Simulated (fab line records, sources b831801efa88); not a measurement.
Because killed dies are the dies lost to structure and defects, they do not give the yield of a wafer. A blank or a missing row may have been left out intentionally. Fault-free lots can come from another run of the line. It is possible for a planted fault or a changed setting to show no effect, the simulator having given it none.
Chamber matching :: flow sky130 :: 4 sister chambers for SKY_METAL3_ETCH_17 on rieDiel-03
The step etches SiO2 in C4F8/O2/Ar, stops on TiN, time 3.9 s, target depth 15 nm. 8 wafers are shown with their chamber, then 9 later ones without.

## WAFERS, EACH WITH ITS CHAMBER
wafer: L084.1
chamber: 0
oesProductAu (a.u.): 0.749

wafer: L084.4
chamber: 1
oesProductAu (a.u.): 0.759

wafer: L092.1
chamber: 1
oesProductAu (a.u.): 0.744

wafer: L092.2
chamber: 2
oesProductAu (a.u.): 0.752

wafer: L092.3
chamber: 3
oesProductAu (a.u.): 0.749

wafer: L092.4
chamber: 0
oesProductAu (a.u.): 0.754

wafer: L092.5
chamber: 3
oesProductAu (a.u.): 0.750

wafer: L092.6
chamber: 2
oesProductAu (a.u.): 0.765

## WAFERS WHOSE CHAMBER IS MISSING
wafer: L093.4
oesProductAu (a.u.): 0.755

wafer: L093.5
oesProductAu (a.u.): 0.757

wafer: L093.6
oesProductAu (a.u.): 0.755

wafer: L094.2
oesProductAu (a.u.): 0.750

wafer: L094.4
oesProductAu (a.u.): 0.759

wafer: L094.6
oesProductAu (a.u.): 0.758

wafer: L095.1
oesProductAu (a.u.): 0.755

wafer: L095.3
oesProductAu (a.u.): 0.760

wafer: L095.6
oesProductAu (a.u.): 0.759

## WHICH CHAMBER EACH WENT THROUGH
wafer: L093.4
from the rows above: can't be placed: 0 or 1 or 2 or 3
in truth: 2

wafer: L093.5
from the rows above: can't be placed: 2 or 0 or 1 or 3
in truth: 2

wafer: L093.6
from the rows above: can't be placed: 0 or 1 or 2 or 3
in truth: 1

wafer: L094.2
from the rows above: can't be placed: 3 or 0 or 1 or 2
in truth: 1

wafer: L094.4
from the rows above: can't be placed: 2 or 0 or 1 or 3
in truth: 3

wafer: L094.6
from the rows above: can't be placed: 2 or 0 or 1 or 3
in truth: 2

wafer: L095.1
from the rows above: can't be placed: 0 or 1 or 2 or 3
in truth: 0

wafer: L095.3
from the rows above: can't be placed: 2 or 0 or 1 or 3
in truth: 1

wafer: L095.6
from the rows above: can't be placed: 2 or 0 or 1 or 3
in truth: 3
Correct placement for 0 of the 9. These rows do not allow placing 9 (true chamber among the candidates in 9). Wrongly placed: 0.
How it was worked out, from the rows above alone: a wafer's distance from a chamber is the root of the sum, over the readings, of the square of ((its reading less the chamber's mean) divided by the reading's scatter). If the next closest chamber is less than 2 further off than the closest, the wafer can't be placed; otherwise it belongs to the closest. Each chamber's mean is taken over the wafers shown for it. The scatter: the root of (the sum of the squares of (reading less its chamber's mean) over the shown wafers, divided by (wafers less chambers)).
